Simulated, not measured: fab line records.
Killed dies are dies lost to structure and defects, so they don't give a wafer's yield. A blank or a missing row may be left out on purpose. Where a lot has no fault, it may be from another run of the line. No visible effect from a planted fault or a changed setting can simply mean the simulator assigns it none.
Chamber matching / flow gf180mcu / cmp-01 running GF_V5_CMP_26: 4 sister chambers
The step polishes, stops on SiO2, t overpolish 15 s, target thk 0 nm. 4 wafers are shown with their chamber, then 7 later ones without.

## WAFERS WITH THEIR CHAMBER
wafer=L691.3; chamber=0; motorCurrentA (A)=8.7
wafer=L694.6; chamber=2; motorCurrentA (A)=7.8
wafer=L700.2; chamber=3; motorCurrentA (A)=11.1
wafer=L700.5; chamber=1; motorCurrentA (A)=10.9

## WAFERS WITHOUT THEIR CHAMBER
wafer=L700.6; motorCurrentA (A)=8.8
wafer=L706.1; motorCurrentA (A)=8.8
wafer=L706.4; motorCurrentA (A)=7.8
wafer=L706.6; motorCurrentA (A)=10.3
wafer=L707.1; motorCurrentA (A)=8.7
wafer=L707.3; motorCurrentA (A)=8.0
wafer=L707.4; motorCurrentA (A)=11.5

## THE CHAMBER EACH PASSED THROUGH
wafer=L700.6; from the rows above=0; in truth=0
wafer=L706.1; from the rows above=0; in truth=0
wafer=L706.4; from the rows above=2; in truth=2
wafer=L706.6; from the rows above=can't be placed: 1 or 3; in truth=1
wafer=L707.1; from the rows above=0; in truth=0
wafer=L707.3; from the rows above=can't be placed: 2 or 0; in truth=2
wafer=L707.4; from the rows above=can't be placed: 3 or 1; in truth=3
Placed correctly: 4 of 7. From these rows, 3 cannot be placed; in 3 the true chamber is one of the candidates. Wrongly placed: 0.
How it was worked out, from the rows above alone: a wafer's distance from a chamber is the root of the sum, over the readings, of the square of ((its reading less the chamber's mean) divided by the reading's scatter). The wafer belongs to the nearest chamber; if the next one is less than 2 further off, it can't be placed. Each chamber's mean is taken over the wafers shown for it. The scatter: root of mean squared gap, hidden wafer to nearest shown wafer, with one shown wafer a chamber.
